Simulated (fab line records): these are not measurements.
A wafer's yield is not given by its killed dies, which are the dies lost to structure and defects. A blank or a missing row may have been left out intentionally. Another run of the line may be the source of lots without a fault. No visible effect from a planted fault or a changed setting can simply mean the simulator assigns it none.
Chamber matching :: flow sky130 :: SKY_VIA4_ETCH_12 on rie-diel-01 has 4 sister chambers
The step etches SiO2 in C4F8/O2/Ar, stops on TiN, target depth 580 nm. 4 wafers are shown with their chamber, then 7 later ones without.

## WAFERS PAIRED WITH THEIR CHAMBERS
wafer: L589.2
chamber: 1
oes-product-au (a.u.): 0.929

wafer: L589.4
chamber: 2
oes-product-au (a.u.): 0.922

wafer: L591.3
chamber: 0
oes-product-au (a.u.): 0.920

wafer: L593.5
chamber: 3
oes-product-au (a.u.): 0.921

## WAFERS WITHOUT THEIR CHAMBER
wafer: L593.6
oes-product-au (a.u.): 0.912

wafer: L595.1
oes-product-au (a.u.): 0.926

wafer: L595.2
oes-product-au (a.u.): 0.933

wafer: L595.4
oes-product-au (a.u.): 0.923

wafer: L596.2
oes-product-au (a.u.): 0.933

wafer: L596.3
oes-product-au (a.u.): 0.928

wafer: L596.4
oes-product-au (a.u.): 0.929

## EACH ONE'S CHAMBER
wafer: L593.6
from the rows above: can't be placed: 0 or 3 or 2
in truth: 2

wafer: L595.1
from the rows above: can't be placed: 1 or 2 or 3 or 0
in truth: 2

wafer: L595.2
from the rows above: can't be placed: 1 or 2
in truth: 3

wafer: L595.4
from the rows above: can't be placed: 2 or 3 or 0 or 1
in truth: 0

wafer: L596.2
from the rows above: can't be placed: 1 or 2
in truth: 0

wafer: L596.3
from the rows above: can't be placed: 1 or 2 or 3 or 0
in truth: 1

wafer: L596.4
from the rows above: can't be placed: 1 or 2
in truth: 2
Placed correctly: 0 of 7. Unplaceable from these rows: 7, with the true chamber sitting among the candidates in 5. Placed wrongly: 0.
How it was worked out, from the rows above alone: a wafer's distance from a chamber is the root of the sum, over the readings, of the square of ((its reading less the chamber's mean) divided by the reading's scatter). If the next closest chamber is less than 2 further off than the closest, the wafer can't be placed; otherwise it belongs to the closest. For every chamber, the mean is computed from those of its wafers that are shown. The scatter (one wafer shown for each chamber): square how far every hidden wafer sits from the nearest shown wafer, average those squares and take the square root.
